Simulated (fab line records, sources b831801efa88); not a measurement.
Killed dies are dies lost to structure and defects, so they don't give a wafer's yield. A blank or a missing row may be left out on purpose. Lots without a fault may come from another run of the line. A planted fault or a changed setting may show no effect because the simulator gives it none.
fab line records | flow sky130 | part 1 of 2: steps 1 to 4 of 6
record lots=24 wafers=72 last_day=50
route steps=708 shown PWDE@54 SPACER@306 POLY_CUT@319 SD_P@328 CONTACT@410
lots that met no fault: from a run of the same line without faults
start_h: hours from the record's first day to the start of the lot's first wafer shown | wait_h: hours since the lot's step before | " the same as in the row above | L1.1+2: a row that stands for several wafers | - no value, or no start given | * or withheld: withheld | < > ~ a bound
route shown NAME@n: a module of which the file shows steps, and the number in the route of the first | usual: mean/standard deviation of fault-free wafers | same: alike in all rows | chamber/n: place in a boat | sites: the reading at each site | _std_site: their standard deviation | _edge_site: outer sites' mean less inner sites' | radius_mm: how far each site lies from the wafer's centre | mask NAME#n: copy n | behind: the tool/chamber that last shaped the wafer | hold: why the lot was held/for how many hours/how that ended | device: the transistor (n, p or np) that didn't switch | end of line: the same wafers' tests at the end of the route | a step without rows: its recipe alone | killed: dies lost to structure and defects at the first sort, not the wafer's yield | map: a wafer's dies, x killed, . not, _ none there
set.NAME: the setting as run; set.NAME@STEP: as run at that earlier step | model.NAME: the simulator's own value behind a step, which no gauge read
steps of the route over a sample of lots; a table a step, a row a wafer
services: from which hour (start_h, from the record's first day; less than 0 if before it) a tool's chamber was out of use, for how many hours, and why
## steps
# step SKY_PWDE_STRIP_09
# recipe chemistry=O2/N2 power_w=1400 pressure_mtorr=1500 platen_temp_c=withheld o2_flow_sccm=3000 n2_flow_sccm=300 overash_fraction=0.5
# usual drypump_motor_current_A=6.0/0.51 o2_flow_sccm=3001/9.5 oes_product_au=0.722/0.0054 strip_time_to_endpoint_s=36.90/0.092
# columns lot.wafer tool chamber start_h wait_h drypump_motor_current_A o2_flow_sccm oes_product_au rf_hours_counter_h strip_time_to_endpoint_s
L074.2 plasma_asher-03 0 78.48 0.1 5.8 2996 0.718 39 36.95
L074.3 " 0 " " 5.8 3009 0.717 - 36.98
L074.5 " 0 " " 5.8 3001 0.738 - 37.01
L077.1 plasma_asher-03 0 88.63 0.1 5.8 2999 0.717 40 36.81
L077.2 " 1 " " 5.3 3014 0.720 40 36.67
L077.5 " 1 " " 5.3 2993 0.723 - 36.86
L076.2 plasma_asher-03 1 88.98 0.1 5.3 2993 0.721 40 36.87
L076.3 " 0 " " 5.8 3012 0.724 - 36.75
L076.5 " 1 " " 5.3 2994 0.729 - 36.79
L075.2 plasma_asher-01 0 89.48 0.1 6.1 2976 0.713 44 37.00
L075.3 " 1 " " 5.5 2992 0.727 - 36.95
L075.6 " 1 " " 5.6 2989 0.723 - 36.90
L079.1 plasma_asher-02 1 94.38 0.1 6.8 3002 0.718 34 36.81
L079.2 " 0 " " 6.1 3005 0.726 34 36.84
L079.6 " 0 " " 6.1 3014 0.717 - 36.89
L078.2 plasma_asher-03 0 94.53 0.1 5.8 3013 0.730 41 37.03
L078.3 " 1 " " 5.3 2996 0.712 - 37.00
L078.4 " 0 " " 5.8 3003 0.715 - 36.97
L080.1 plasma_asher-03 1 107.43 0.1 5.3 3005 0.711 42 36.83
L080.2 " 0 " " 5.8 3001 0.722 42 36.91
L080.3 " 0 " " 5.8 3012 0.719 - 36.83
L081.2 plasma_asher-03 0 107.88 0.1 5.8 2989 0.724 42 36.97
L081.3 " 1 " " 5.3 3010 0.729 - 36.87
L081.4 " 0 " " 5.8 2998 0.717 - 36.86
L082.1 plasma_asher-02 1 116.73 0.1 6.9 3015 0.713 37 36.81
L082.2 " 0 " " 6.1 3005 0.721 37 36.93
L082.5 " 0 " " 6.1 2994 0.728 - 36.84
L083.1 plasma_asher-02 0 121.83 0.1 6.1 2990 0.727 37 36.84
L083.4 " 0 " " 6.1 2999 0.728 - 36.89
L083.6 " 0 " " 6.1 3000 0.724 - 36.89
L085.2 plasma_asher-02 1 129.13 0.1 6.8 2980 0.711 38 36.85
L085.4 " 0 " " 6.1 3000 0.717 - 36.77
L085.5 " 0 " " 6.1 2997 0.728 - 36.70
L084.2 plasma_asher-03 1 129.38 0.1 5.3 2999 0.731 1 36.92
L084.4 " 0 " " 5.8 3004 0.719 - 36.88
L084.5 " 1 " " 5.3 3000 0.721 - 36.97
L086.1 plasma_asher-02 0 141.38 0.1 6.1 3003 0.721 39 36.89
L086.2 " 1 " " 6.8 2996 0.727 39 36.88
L086.6 " 0 " " 6.1 2988 0.727 - 36.85
L087.1 plasma_asher-01 1 141.63 0.1 5.6 2991 0.721 49 36.91
L087.2 " 0 " " 6.1 3001 0.714 49 36.96
L087.5 " 1 " " 5.5 2992 0.726 - 36.90
L088.1 plasma_asher-02 0 147.78 0.1 6.1 2994 0.719 40 36.94
L088.3 " 0 " " 6.1 2976 0.721 - 36.85
L088.6 " 0 " " 6.1 2994 0.716 - 37.04
L089.3 plasma_asher-02 1 151.16 0.1 6.9 2997 0.726 - 36.80
L089.5 " 0 " " 6.1 3006 0.721 - 36.89
L089.6 " 1 " " 6.9 3010 0.719 - 36.83
L090.1 plasma_asher-03 0 164.03 0.1 5.8 3007 0.727 5 36.86
L090.2 " 1 " " 5.3 2992 0.721 5 36.81
L090.6 " 1 " " 5.3 3005 0.730 - 36.86
L091.1 plasma_asher-01 1 165.78 0.1 5.5 3012 0.721 52 36.98
L091.4 " 1 " " 5.5 3002 0.726 - 37.02
L091.5 " 1 " " 5.5 3012 0.727 - 36.87
L092.1 plasma_asher-03 0 173.13 0.1 5.8 2992 0.727 6 36.79
L092.5 " 1 " " 5.3 3008 0.721 - 36.72
L092.6 " 0 " " 5.8 2995 0.720 - 36.96
L093.1 plasma_asher-02 1 177.83 0.1 6.8 3008 0.720 43 36.89
L093.4 " 0 " " 6.1 2998 0.719 - 36.97
L093.6 " 0 " " 6.1 3002 0.714 - 36.89
L094.1 plasma_asher-02 0 180.28 0.1 6.1 2987 0.725 43 36.85
L094.2 " 1 " " 6.8 3000 0.724 43 36.85
L094.6 " 1 " " 6.8 2995 0.725 - 36.88
L095.1 plasma_asher-03 0 187.53 0.1 5.8 3001 0.721 7 36.89
L095.3 " 0 " " 5.8 2997 0.731 - 36.83
L095.6 " 1 " " 5.3 3007 0.735 - 36.94
L096.1 plasma_asher-01 1 193.68 0.1 5.6 2991 0.727 54 37.10
L096.2 " 0 " " 6.1 2998 0.720 54 37.14
L096.5 " 1 " " 5.6 2987 0.725 - 37.12
L097.3 plasma_asher-01 0 198.27 0.1 6.1 3015 0.721 - 36.91
L097.5 " 0 " " 6.1 2999 0.725 - 36.97
L097.6 " 1 " " 5.6 3006 0.721 - 37.07
# step SKY_SPACER_ETCHBACK_02
# recipe chemistry=CH3F/O2 target=Si3N4 stop_on=SiO2 source_w=400 bias_w=80 pressure_mtorr=25 ch3f_flow_sccm=40 O2_flow_sccm=30 time_s=46.7 target_depth_a=450
# usual ch3f_flow_sccm=40.01/0.13 drypump_motor_current_A=5.6/0.32 oes_product_au=0.853/0.0058 rf_fwd_power_W=396.0/1.7 throttle_valve_pct=10.563/0.0095
# columns lot.wafer tool chamber start_h wait_h ch3f_flow_sccm drypump_motor_current_A oes_product_au rf_fwd_power_W rf_hours_counter_h throttle_valve_pct
L074.2 rie_diel-03 2 560.60 0.0 40.14 5.7 0.866 397.5 3 10.571
L074.3 " 0 " " 39.97 5.1 0.858 398.3 3 10.565
L074.5 " 1 " " 39.94 5.5 0.866 399.3 - 10.570
L075.2 rie_diel-02 0 565.11 0.0 39.96 6.0 0.854 396.5 3 10.578
L075.3 " 2 " " 40.25 5.9 0.854 397.4 51 10.572
L075.6 " 3 " " 39.78 5.6 0.857 395.7 - 10.567
L076.2 rie_diel-03 0 565.11 0.0 39.80 5.1 0.849 397.1 4 10.548
L076.3 " 2 " " 40.03 5.7 0.843 395.8 3 10.569
L076.5 " 2 " " 39.99 5.7 0.850 394.9 - 10.548
L077.1 rie_diel-01 3 565.11 0.1 40.04 5.4 0.861 397.9 8 10.567
L077.2 " 1 " " 40.03 5.5 0.858 397.0 8 10.567
L077.5 " 2 " " 39.94 6.1 0.854 396.3 - 10.572
L078.2 rie_diel-03 3 566.32 0.0 40.10 4.9 0.848 392.7 57 10.573
L078.3 " 1 " " 39.93 5.6 0.856 398.5 55 10.568
L078.4 " 2 " " 39.98 5.6 0.856 397.7 3 10.573
L079.1 rie_diel-02 0 566.32 0.1 40.00 6.0 0.863 397.7 3 10.568
L079.2 " 2 " " 39.87 6.0 0.853 397.0 51 10.561
L079.6 " 1 " " 39.88 5.7 0.865 395.6 - 10.571
L080.1 rie_diel-02 1 591.66 0.1 39.96 5.7 0.852 395.9 47 10.566
L080.2 " 2 " " 40.13 6.0 0.851 394.9 52 10.561
L080.3 " 3 " " 40.05 5.6 0.843 396.6 6 10.568
L081.2 rie_diel-03 0 592.87 0.0 40.10 5.1 0.849 396.7 4 10.547
L081.3 " 1 " " 40.11 5.5 0.861 398.0 56 10.573
L081.4 " 2 " " 39.90 5.7 0.859 395.6 4 10.563
L082.1 rie_diel-02 3 599.10 0.1 40.07 5.6 0.851 393.6 6 10.572
L082.2 " 2 " " 40.20 6.0 0.851 397.3 52 10.565
L082.5 " 1 " " 39.94 5.7 0.856 396.6 - 10.565
L083.1 rie_diel-02 2 604.05 0.1 39.94 5.9 0.855 396.9 52 10.575
L083.4 " 3 " " 39.89 5.6 0.851 396.2 - 10.559
L083.6 " 2 " " 39.94 6.0 0.849 395.7 - 10.565
L085.2 rie_diel-02 2 616.35 0.0 40.01 6.0 0.852 396.7 53 10.557
L085.4 " 3 " " 39.76 5.6 0.850 391.8 - 10.561
L085.5 " 2 " " 39.98 5.9 0.860 395.9 - 10.565
L084.2 rie_diel-02 1 618.86 0.0 40.10 5.7 0.849 396.1 48 10.573
L084.4 " 3 " " 40.05 5.6 0.850 394.6 - 10.566
L084.5 " 1 " " 40.08 5.7 0.849 395.8 - 10.558
L086.1 rie_diel-02 3 631.70 0.1 40.16 5.6 0.861 394.1 7 10.559
L086.2 " 2 " " 40.09 5.9 0.854 397.0 53 10.565
L086.6 " 2 " " 40.04 5.9 0.851 399.7 - 10.564
L087.1 rie_diel-03 2 634.65 0.1 39.96 5.7 0.851 396.0 5 10.580
L087.2 " 1 " " 39.80 5.5 0.848 394.0 57 10.574
L087.5 " 3 " " 39.99 5.0 0.844 394.2 - 10.563
L088.1 rie_diel-01 3 640.90 0.1 40.01 5.4 0.858 398.0 9 10.568
L088.3 " 0 " " 39.90 5.8 0.848 394.7 17 10.542
L088.6 " 0 " " 40.23 5.8 0.854 393.7 - 10.573
L089.3 rie_diel-03 3 650.66 0.0 40.13 4.9 0.854 394.9 59 10.560
L089.5 " 1 " " 40.00 5.6 0.855 397.2 - 10.563
L089.6 " 2 " " 39.94 5.7 0.856 398.2 - 10.545
L090.1 rie_diel-01 3 668.86 0.1 40.05 5.5 0.849 397.0 10 10.568
L090.2 " 2 " " 39.85 6.1 0.860 396.4 1 10.557
L090.6 " 3 " " 39.92 5.5 0.846 395.7 - 10.582
L091.1 rie_diel-02 2 671.31 0.1 40.04 6.0 0.853 396.9 54 10.564
L091.4 " 3 " " 40.34 5.6 0.853 395.3 8 10.582
L091.5 " 2 " " 40.02 6.0 0.862 396.6 - 10.576
L092.1 rie_diel-01 3 688.63 0.1 39.89 5.4 0.848 392.2 11 10.553
L092.5 " 1 " " 39.88 5.5 0.851 398.5 - 10.567
L092.6 " 0 " " 40.02 5.8 0.848 393.6 - 10.555
L093.1 rie_diel-03 3 688.63 0.1 39.92 5.0 0.853 393.4 0 10.564
L093.4 " 3 " " 39.90 5.0 0.850 391.2 - 10.555
L093.6 " 2 " " 39.83 5.7 0.846 397.1 - 10.574
L094.1 rie_diel-03 2 699.63 0.1 39.99 5.7 0.849 394.9 6 10.565
L094.2 " 0 " " 40.08 5.1 0.856 396.8 7 10.554
L094.6 " 2 " " 39.93 5.7 0.857 395.7 - 10.575
L095.1 rie_diel-02 0 702.86 0.1 40.00 6.0 0.864 397.7 4 10.568
L095.3 " 3 " " 40.22 5.5 0.857 395.6 9 10.568
L095.6 " 0 " " 40.02 6.0 0.861 395.6 - 10.574
L096.1 rie_diel-02 2 707.41 0.1 39.66 6.0 0.856 398.1 0 10.575
L096.2 " 0 " " 39.96 5.9 0.849 397.1 5 10.566
L096.5 " 0 " " 39.99 6.0 0.860 396.4 - 10.545
L097.3 rie_diel-01 1 718.29 0.0 40.01 5.5 0.859 397.2 11 10.544
L097.5 " 2 " " 40.09 6.1 0.855 394.5 - 10.551
L097.6 " 3 " " 40.04 5.5 0.854 397.7 - 10.566
# step SKY_POLY_CUT_STRIP_12
# recipe chemistry=O2/N2 power_w=1400 pressure_mtorr=1500 platen_temp_c=withheld o2_flow_sccm=3000 n2_flow_sccm=300 overash_fraction=0.5
# usual drypump_motor_current_A=5.9/0.5 o2_flow_sccm=3000/9.8 oes_product_au=0.453/0.0046 strip_time_to_endpoint_s=5.358/0.018
# columns lot.wafer tool chamber start_h wait_h drypump_motor_current_A o2_flow_sccm oes_product_au rf_hours_counter_h strip_time_to_endpoint_s
L074.2 plasma_asher-02 1 590.53 0.0 6.9 3019 0.448 16 5.328
L074.3 " 0 " " 6.0 3015 0.452 - 5.344
L074.5 " 1 " " 6.8 3002 0.454 - 5.363
L076.2 plasma_asher-02 0 594.14 0.0 6.0 2999 0.448 16 5.344
L076.3 " 1 " " 6.8 3001 0.457 - 5.323
L076.5 " 1 " " 6.8 3001 0.451 - 5.329
L075.2 plasma_asher-01 0 594.38 0.0 6.1 2995 0.452 93 5.370
L075.3 " 0 " " 6.1 2985 0.446 - 5.386
L075.6 " 1 " " 5.6 3008 0.453 - 5.375
L077.1 plasma_asher-02 1 594.58 0.0 6.9 3003 0.452 16 5.337
L077.2 " 0 " " 6.1 2992 0.443 16 5.328
L077.5 " 1 " " 6.9 3020 0.450 - 5.336
L078.2 plasma_asher-01 1 596.29 0.0 5.6 3006 0.451 93 5.364
L078.3 " 0 " " 6.1 2985 0.458 - 5.342
L078.4 " 1 " " 5.6 3020 0.457 - 5.349
L079.1 plasma_asher-02 0 596.43 0.0 6.1 2996 0.450 17 5.362
L079.2 " 1 " " 6.8 3009 0.449 17 5.349
L079.6 " 0 " " 6.1 3009 0.454 - 5.382
L080.1 plasma_asher-02 0 621.15 0.0 6.1 3014 0.450 19 5.321
L080.2 " 1 " " 6.8 3001 0.455 19 5.334
L080.3 " 0 " " 6.1 3000 0.450 - 5.336
L081.2 plasma_asher-01 0 622.63 0.0 6.1 3003 0.454 96 5.341
L081.3 " 1 " " 5.5 3006 0.457 - 5.353
L081.4 " 0 " " 6.1 2990 0.450 - 5.330
L082.1 plasma_asher-03 0 628.48 0.0 5.8 3004 0.453 53 5.351
L082.2 " 1 " " 5.3 2993 0.455 53 5.365
L082.5 " 0 " " 5.8 3013 0.463 - 5.350
L083.1 plasma_asher-03 0 633.93 0.0 5.8 2974 0.450 54 5.365
L083.4 " 0 " " 5.8 2986 0.448 - 5.370
L083.6 " 0 " " 5.8 2984 0.450 - 5.389
L085.2 plasma_asher-03 0 645.29 0.0 5.8 3003 0.439 55 5.361
L085.4 " 1 " " 5.3 2987 0.444 - 5.352
L085.5 " 0 " " 5.8 2985 0.455 - 5.336
L084.2 plasma_asher-03 1 648.33 0.0 5.3 3010 0.453 55 5.348
L084.4 " 0 " " 5.8 2992 0.444 - 5.330
L084.5 " 1 " " 5.3 3014 0.447 - 5.356
L086.1 plasma_asher-03 1 661.13 0.0 5.3 2998 0.452 57 5.378
L086.2 " 0 " " 5.8 2994 0.461 57 5.367
L086.6 " 0 " " 5.8 2993 0.447 - 5.357
L087.1 plasma_asher-02 0 663.03 0.0 6.1 3010 0.449 23 5.355
L087.2 " 1 " " 6.8 3003 0.456 23 5.358
L087.5 " 0 " " 6.1 2993 0.447 - 5.371
L088.1 plasma_asher-03 0 669.74 0.0 5.8 3007 0.464 58 5.351
L088.3 " 0 " " 5.8 3005 0.454 - 5.377
L088.6 " 1 " " 5.3 3006 0.463 - 5.357
L089.3 plasma_asher-01 1 678.97 0.1 5.6 3000 0.453 - 5.366
L089.5 " 0 " " 6.1 3006 0.444 - 5.343
L089.6 " 1 " " 5.5 2998 0.459 - 5.344
L090.1 plasma_asher-02 0 697.14 0.0 6.1 3004 0.449 26 5.359
L090.2 " 1 " " 6.8 2995 0.453 26 5.360
L090.6 " 1 " " 6.9 2988 0.458 - 5.340
L091.1 plasma_asher-01 0 699.68 0.0 6.1 3004 0.452 105 5.361
L091.4 " 1 " " 5.6 3001 0.456 - 5.379
L091.5 " 0 " " 6.1 3018 0.447 - 5.374
L092.1 plasma_asher-02 1 716.29 0.0 6.8 3014 0.447 28 5.353
L092.5 " 1 " " 6.8 3005 0.450 - 5.369
L092.6 " 0 " " 6.1 2980 0.452 - 5.365
L093.1 plasma_asher-01 0 716.78 0.0 6.1 2992 0.447 106 5.352
L093.4 " 1 " " 5.6 3010 0.454 - 5.339
L093.6 " 1 " " 5.6 2994 0.457 - 5.349
L094.1 plasma_asher-03 0 726.80 0.0 5.8 2992 0.454 64 5.410
L094.2 " 1 " " 5.3 2986 0.457 64 5.389
L094.6 " 1 " " 5.3 2991 0.457 - 5.400
L095.1 plasma_asher-03 0 730.44 0.0 5.8 2997 0.454 64 5.352
L095.3 " 0 " " 5.8 3002 0.454 - 5.353
L095.6 " 0 " " 5.8 3010 0.448 - 5.337
L096.1 plasma_asher-03 0 734.18 0.0 5.8 2984 0.452 65 5.361
L096.2 " 1 " " 5.3 3004 0.457 65 5.365
L096.5 " 0 " " 5.8 2996 0.449 - 5.354
L097.3 plasma_asher-03 1 746.02 0.1 5.3 2982 0.453 - 5.373
L097.5 " 0 " " 5.8 2982 0.451 - 5.369
L097.6 " 1 " " 5.3 2992 0.446 - 5.383
# step SKY_SD_P_OVL_MEAS_08
# usual SD_P_OVL=0.1/1.4
# columns lot.wafer tool chamber start_h wait_h SD_P_OVL[nm]
L074.2 overlay-02 - 619.27 0.1 1.0
L074.3 " - " " -0.2
L074.5 " - " " -2.6
L076.2 overlay-01 - 623.07 0.1 1.5
L076.3 " - " " 1.8
L076.5 " - " " 4.3
L075.2 overlay-02 - 623.89 0.1 0.0
L075.3 " - " " -0.1
L075.6 " - " " 0.2
L077.1 overlay-01 - 624.06 0.1 2.3
L077.2 " - " " 1.9
L077.5 " - " " 1.5
L078.2 overlay-02 - 625.43 0.1 2.2
L078.3 " - " " 0.7
L078.4 " - " " 1.8
L079.1 overlay-02 - 625.86 0.1 1.5
L079.2 " - " " 1.0
L079.6 " - " " 1.6
L080.1 overlay-01 - 650.27 0.1 2.2
L080.2 " - " " -0.2
L080.3 " - " " 1.3
L081.2 overlay-01 - 651.42 0.1 2.2
L081.3 " - " " 0.3
L081.4 " - " " 1.7
L082.1 overlay-02 - 656.71 0.1 1.9
L082.2 " - " " 1.2
L082.5 " - " " -1.0
L083.1 overlay-01 - 662.52 0.1 0.4
L083.4 " - " " 0.6
L083.6 " - " " -0.9
L085.2 overlay-01 - 672.82 0.1 0.3
L085.4 " - " " -2.5
L085.5 " - " " -0.7
L084.2 overlay-02 - 676.57 0.1 0.0
L084.4 " - " " 0.9
L084.5 " - " " 1.5
L086.1 overlay-01 - 688.92 0.1 0.2
L086.2 " - " " -0.8
L086.6 " - " " -1.9
L087.1 overlay-02 - 690.56 0.1 -0.5
L087.2 " - " " 0.1
L087.5 " - " " -1.4
L088.1 overlay-02 - 697.62 0.1 0.3
L088.3 " - " " 1.0
L088.6 " - " " -2.0
L089.3 overlay-01 - 706.63 0.1 1.0
L089.5 " - " " 0.6
L089.6 " - " " -0.2
L090.1 overlay-01 - 724.66 0.1 -1.4
L090.2 " - " " -0.7
L090.6 " - " " -0.6
L091.1 overlay-02 - 726.52 0.1 1.0
L091.4 " - " " -0.4
L091.5 " - " " -0.6
L092.1 overlay-02 - 743.31 0.1 -1.1
L092.5 " - " " -0.4
L092.6 " - " " -1.4
L093.1 overlay-01 - 744.32 0.1 3.5
L093.4 " - " " 2.2
L093.6 " - " " 3.9
L094.1 overlay-02 - 754.26 0.1 -0.8
L094.2 " - " " 0.9
L094.6 " - " " -1.6
L095.1 overlay-01 - 757.31 0.1 -0.7
L095.3 " - " " -0.9
L095.6 " - " " -0.6
L096.1 overlay-02 - 761.72 0.1 -4.4
L096.2 " - " " -1.0
L096.5 " - " " 0.1
L097.3 overlay-01 - 772.02 0.1 -0.3
L097.5 " - " " -0.5
L097.6 " - " " -0.5
